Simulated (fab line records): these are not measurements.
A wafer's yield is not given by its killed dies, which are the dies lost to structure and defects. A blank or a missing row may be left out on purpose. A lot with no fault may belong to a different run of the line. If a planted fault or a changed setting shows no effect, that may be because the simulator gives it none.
2 desks, one fault | flow sky130 | numbers are kept per desk, each desk with only its own; the story behind them comes last

== FOR THE TOOL OWNER'S DESK: rieMetal-04 ==
The tool's own readings at SKY_CAP2M_METAL_ETCH_13 (etches TiN in Cl2/BCl3, stops on SiO2, target depth 220 nm, time 62.9 s): means of the sampled wafers that have a number, for each lot that ran on this tool. The brackets show how far a lot's mean lies from the usual mean; more than 4 standard deviations puts the lot out of limits, marked OUT.
Columns: A = bcl3FlowSccm at SKY_CAP2M_METAL_ETCH_13, usual 30.00 sccm; B = biasW at SKY_CAP2M_METAL_ETCH_13, usual 48.49 W; C = drypumpMotorCurrentA at SKY_CAP2M_METAL_ETCH_13, usual 5.69 A; D = mfcCl2Sccm at SKY_CAP2M_METAL_ETCH_13, usual 60.01 sccm; E = oesProductAu at SKY_CAP2M_METAL_ETCH_13, usual 0.940 a.u.; F = runLengthS at SKY_CAP2M_METAL_ETCH_13, usual 91.0 s; G = throttleValvePct at SKY_CAP2M_METAL_ETCH_13, usual 21.903 %
lot  | first seen here | A     | B     | C    | D     | E     | F               | G
L940 | day 41 20:01    | 29.95 | 48.47 | 5.67 | 60.06 | 0.944 | 91.3            | 21.899
L951 | day 46 02:33    | 29.96 | 48.58 | 5.69 | 59.98 | 0.968 | 89.0 (-5.9) OUT | 21.890
This desk's verdict: out of limits on L951, starting with L951 at day 46 02:33 (runLengthS at SKY_CAP2M_METAL_ETCH_13). In limits: L940.

== METROLOGY DESK ==
What the gauges read for every lot (on any tool): the sampled wafers with a number, averaged. The brackets show how far a lot's mean lies from the usual mean; more than 4 standard deviations puts the lot out of limits, marked OUT.
Columns: A = CAP2M_CVD_00_THK at SKY_CAP2M_THK_MEAS_01, usual 15.50 nm; B = CAP2M_TIN_RS at SKY_CAP2M_RS_MEAS_03, usual 6.92 ohm/sq; C = CAP2M_TIN_THK at SKY_CAP2M_THK_MEAS_04, usual 198.5 nm; D = CAP2M_OVL at SKY_CAP2M_OVL_MEAS_12, usual 0.7 nm
lot  | first seen here | A     | B    | C     | D
L939 | day 40 17:18    | 15.76 | 6.96 | 198.2 | 1.7
L940 | day 40 19:11    | 15.41 | 6.85 | 200.3 | -0.0
L951 | day 45 05:55    | 15.30 | 6.92 | 197.6 | -0.1
L958 | day 46 09:40    | 15.65 | 7.00 | 196.2 | -0.2
L957 | day 46 15:05    | 15.50 | 6.96 | 199.2 | 1.0
This desk's finding: nothing out of limits on any of the 5 lots.

== TAKEN TOGETHER ==
The tool owner's desk had the chance to raise an alarm at day 46 02:33 on L951.
Metrology desk: nothing out of limits seen.
The metrology desk has L951 on record, within its limits.
The lots listed all ran SKY_CAP2M_METAL_ETCH_13 on rieMetal-04.

== WHAT THE SIMULATOR HAD PUT IN ==
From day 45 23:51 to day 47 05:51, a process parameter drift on rieMetal-04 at SKY_CAP2M_METAL_ETCH_13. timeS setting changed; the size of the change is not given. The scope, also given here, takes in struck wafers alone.
Struck lots among those shown: L951.
Delay in hours, fault start to first out-of-limits reading, by desk: the tool owner's desk at 3.
